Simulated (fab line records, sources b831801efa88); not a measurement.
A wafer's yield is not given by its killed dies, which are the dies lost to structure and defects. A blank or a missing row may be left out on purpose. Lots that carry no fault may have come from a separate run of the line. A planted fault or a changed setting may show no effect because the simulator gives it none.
A struck lot beside a sound one	flow sky130	14 out of 708 route steps
Sound: wafers L143.3, L143.4, L143.6. Struck: wafers L150.2, L150.4, L150.6. At the end, the cause is stated.
At each step with rows: each side's tool, then ch and its chambers, then its first start. Under that, the readings that differ: sound wafers	struck wafers	difference of the means	sigmas: that difference in standard deviations of wafers without a fault.
alike: words and numbers the same on both sides, and readings whose means are apart by under 2 such deviations; not compared: readings that were withheld, readings missing a value for some wafer, numbers with overlapping values and no deviation given by the record, and bounds like >300 which may hide the same value.
The two part at a step that has a row with sigmas, a row that says differs or no value, or rows on one side only. When numbers do not overlap yet have no deviation, they are printed without sigmas and do not part them. A reading that every wafer of one side lacks parts them only if that side has two wafers or more.

first, 1 step without rows for these wafers: SKY_VIA2_ETCH_14 (etches BARC in N2/H2, stops on SiO2, time 45.9 s, target depth 60 nm).
SKY_VIA2_ETCH_15: etches SiO2 in C4F8/O2/Ar, stops on TiN, target depth 546 nm, time 84 s.
  sound on rie diel-03 ch 1,3, day 40 05:13; struck on rie diel-04 ch 0,1,3, day 42 07:43
  alike: oes product au
  not compared: rf hours counter h
SKY_VIA2_STRIP_16: strips in O2/N2.
  sound on plasma asher-02 ch 0,1, day 40 05:18; struck on plasma asher-04 ch 0,1, day 42 07:47
  alike: drypump motor current A, oes product au, strip time to endpoint s
  not compared: rf hours counter h
then, 3 steps without rows for these wafers: SKY_VIA2_STRIP_17 (strips in post etch residue remover, time 1200 s); SKY_VIA2_CLEAN_18 (cleans in IPA, time 180 s); SKY_VIA2_CLEAN_19 (cleans in O3/DIW).
SKY_VIA2_SPUTTER_20: material TiN, target thk 20 nm, time 80 s.
  sound on pvd sputter-03 at day 40 05:53; struck on pvd sputter-03 at day 42 08:25
  alike: cathode dc power W, chamber pressure pa, throttle valve pct
then, 1 step without rows for these wafers: SKY_VIA2_CVD_21 (deposits W, target thk 420 nm, time 126.4 s).
SKY_VIA2_RS_MEAS_22: the measuring method here is four-point-probe.
  sound on film metro-01 at day 40 06:07; struck on film metro-04 at day 42 08:37
  alike: VIA2_W_RS
SKY_VIA2_THK_MEAS_23: measures by xrf.
  sound on film metro-01 at day 40 06:13; struck on film metro-04 at day 42 08:44
  alike: VIA2_W_THK
SKY_VIA2_CMP_24: polishes, stops on SiO2, t overpolish 20 s, target thk 0 nm.
  sound on cmp-01 ch 0,1, day 40 06:16; struck on cmp-02 ch 1,2,3, day 42 08:50
  alike: head pressure psi, motor current A, overpolish run s, platen rpm, slurry flow ml min, time to endpoint s
then, 1 step without rows for these wafers: SKY_METAL3_SPUTTER_00 (material Ti, target thk 15 nm, time 10 s).
SKY_METAL3_SPUTTER_01: material TiN, target thk 20 nm, time 16.7 s.
  sound on pvd sputter-04 at day 40 06:35; struck on pvd sputter-01 at day 42 09:06
  no value came back on the struck wafers for cathode dc power W (W), chamber pressure pa (Pa), throttle valve pct (%); on the sound wafers cathode dc power W (W) reads 6499.6 6501.0 6500.3
SKY_METAL3_SPUTTER_02: material AlCu, target thk 735 nm, time 39.1 s.
  sound on pvd sputter-04 at day 40 06:37; struck on pvd sputter-01 at day 42 09:08
  alike: cathode dc power W, chamber pressure pa, throttle valve pct

== WHERE THEY PART ==
Only at SKY_METAL3_SPUTTER_01, as far as this record shows. Later steps at which nothing parts them and some readings are alike: SKY_METAL3_SPUTTER_02.

WHY: what the simulator had put in
Beginning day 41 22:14, the whole step at SKY_METAL3_SPUTTER_01 was skipped on pvd sputter-01. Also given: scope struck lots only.
